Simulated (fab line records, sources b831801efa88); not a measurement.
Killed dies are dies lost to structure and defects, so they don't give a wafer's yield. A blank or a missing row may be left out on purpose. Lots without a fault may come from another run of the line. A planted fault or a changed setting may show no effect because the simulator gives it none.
One fault seen from 2 desks | flow sky130 | each desk has only its own numbers; what lay behind them comes last

THE TOOL OWNER'S DESK: cvd_w-01
The tool's own readings at SKY_VIA4_CVD_18 (deposits W, target thk 505 nm, time 152.14 s): means of the sampled wafers that have a number, for each lot that ran on this tool. A lot is out of limits, marked OUT, if its mean lies more than 4 standard deviations from the usual mean; the brackets give that distance.
Columns: A = chamber_pressure_Torr at SKY_VIA4_CVD_18, usual 39.99 Torr; B = heater_power_w at SKY_VIA4_CVD_18, usual 838 W
lot  | first seen here | A               | B
L492 | day 43 19:18    | 40.03           | 856
L494 | day 43 22:35    | 34.44 (-64) OUT | 807
L495 | day 44 22:22    | 37.19 (-32) OUT | 877
L496 | day 44 23:09    | 34.33 (-65) OUT | 795
L500 | day 48 23:37    | 39.97           | 872
L503 | day 49 05:03    | 39.92           | 819
L507 | day 49 07:15    | 40.02           | 877
L505 | day 49 11:33    | 39.92           | 885
This desk's finding: out of limits on L494, L495, L496; first on L494, day 43 22:35 (chamber_pressure_Torr at SKY_VIA4_CVD_18). In limits: L492, L500, L503, L507, L505.

THE METROLOGY DESK
What the gauges read, lot by lot, whatever tool the lot ran on: means of the sampled wafers that have a number. A lot is out of limits, marked OUT, if its mean lies more than 4 standard deviations from the usual mean; the brackets give that distance.
Columns: A = VIA4_W_RS at SKY_VIA4_RS_MEAS_19, usual 0.2280 ohm/sq; B = VIA4_W_THK at SKY_VIA4_THK_MEAS_20, usual 516 nm
lot  | first seen here | A                 | B
L488 | day 43 17:44    | 0.2285            | 518
L492 | day 43 19:28    | 0.2266            | 516
L493 | day 43 22:04    | 0.2237            | 524
L494 | day 43 22:44    | 0.2475 (+7.8) OUT | 481 (-5.5) OUT
L495 | day 44 22:32    | 0.2378            | 500
L496 | day 44 23:18    | 0.2520 (+9.6) OUT | 473 (-6.7) OUT
L500 | day 48 23:47    | 0.2286            | 510
L503 | day 49 05:12    | 0.2278            | 513
L507 | day 49 07:25    | 0.2316            | 507
L505 | day 49 11:41    | 0.2275            | 514
This desk's finding: out of limits on L494, L496; first on L494, day 43 22:44 (VIA4_W_RS at SKY_VIA4_RS_MEAS_19). In limits: L488, L492, L493, L495, L500, L503, L507, L505.

PUT TOGETHER
The tool owner's desk could have raised an alarm at day 43 22:35, on L494, L495, L496.
The metrology desk could have raised an alarm at day 43 22:44, on L494, L496.
The metrology desk has L495 on record, within its limits.
Of the lots named, all ran SKY_VIA4_CVD_18 on cvd_w-01.

WHAT THE SIMULATOR HAD PUT IN
Process parameter drift: cvd_w-01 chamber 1, from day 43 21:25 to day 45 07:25, at SKY_VIA4_CVD_18. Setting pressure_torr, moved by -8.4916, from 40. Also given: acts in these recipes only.
Lots struck among those shown: L494, L495, L496.
Hours from the fault's start to each desk's first reading out of limits: the tool owner's desk, 1; the metrology desk, 1.
